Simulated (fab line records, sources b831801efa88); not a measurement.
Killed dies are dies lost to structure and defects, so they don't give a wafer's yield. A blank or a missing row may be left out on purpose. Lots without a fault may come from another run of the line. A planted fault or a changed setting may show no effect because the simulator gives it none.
A struck lot beside a sound one | flow gf180mcu | 14 steps out of a route of 602
Sound: wafers L931.3, L931.4, L931.5. Struck: wafers L938.4, L938.5, L938.6. The cause comes at the end.
At each step with rows: each side's tool, then ch and its chambers, then its first start. Under that, the readings that differ: sound wafers | struck wafers | difference of the means | sigmas: that difference in standard deviations of wafers without a fault.
alike: readings whose means differ by less than 2 such deviations, and words and numbers that are the same on both sides. not compared: withheld readings, readings that some wafer has no value for, bounds like >300 that may hide the same value, and numbers for which the record gives no deviation and whose values overlap.
The two part at a step that has a row with sigmas, a row that says differs or no value, or rows on one side only. Numbers that don't overlap but have no deviation are shown without sigmas and don't part them. A reading that every wafer of one side lacks parts them only if that side has two wafers or more.

GF_M1_SPUTTER_00: material Ti, target thk 37.5 nm, time 150 s.
  sound on pvd_sputter-02, day 18 19:27; struck on pvd_sputter-04, day 21 08:46
  alike: throttle_valve_pct
GF_M1_SPUTTER_01: material TiN, target thk 30 nm, time 25 s.
  sound on pvd_sputter-02, day 18 19:33; struck on pvd_sputter-04, day 21 08:52
  alike: throttle_valve_pct
GF_M1_SPUTTER_02: material AlCu, target thk 450 nm, time 23.9 s.
  sound on pvd_sputter-02, day 18 19:35; struck on pvd_sputter-04, day 21 08:54
  alike: throttle_valve_pct
GF_M1_SPUTTER_03: material Ti, target thk 10 nm, time 6.7 s.
  sound on pvd_sputter-02, day 18 19:37; struck on pvd_sputter-04, day 21 08:56
  alike: throttle_valve_pct
GF_M1_SPUTTER_04: material TiN, target thk 50 nm, time 41.7 s.
  sound on pvd_sputter-02, day 18 19:38; struck on pvd_sputter-04, day 21 08:57
  alike: throttle_valve_pct
GF_M1_RS_MEAS_05: measures by four-point-probe.
  sound on film_metro-03, day 18 19:43; struck on film_metro-01, day 21 09:03
  alike: M1_ALCU_RS
GF_M1_THK_MEAS_06: measures by xrf.
  sound on film_metro-03, day 18 19:49; struck on film_metro-01, day 21 09:08
  alike: M1_ALCU_THK
then, 5 steps without rows for these wafers: GF_M1_DEHYDRATE_07 (time 60 s); GF_M1_HMDS_08 (prime time 60 s); GF_M1_COAT_09 (resist thk 1000 nm); GF_M1_SOFTBAKE_10 (time 60 s); GF_M1_EXPOSE_11 (exposes mask Metal1, target cd 230 nm).
GF_M1_PEB_12: peb time 90 s.
  sound on litho_track-04 ch 0, day 19 20:10; struck on litho_track-02, day 22 08:14
  no value came back on the struck wafers for chill_plate_temp_C (C), exhaust_pa (Pa), plate_temp_C (C); on the sound wafers chill_plate_temp_C (C) reads 23.00 23.13 22.98
then, 1 step without rows for these wafers: GF_M1_DEVELOP_13 (develop time 60 s).

WHERE THEY PART
Only at GF_M1_PEB_12, within this record.

WHY: what the simulator had put in
Skipped step whole: litho_track-02, from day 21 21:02 on, at GF_M1_PEB_12. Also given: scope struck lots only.
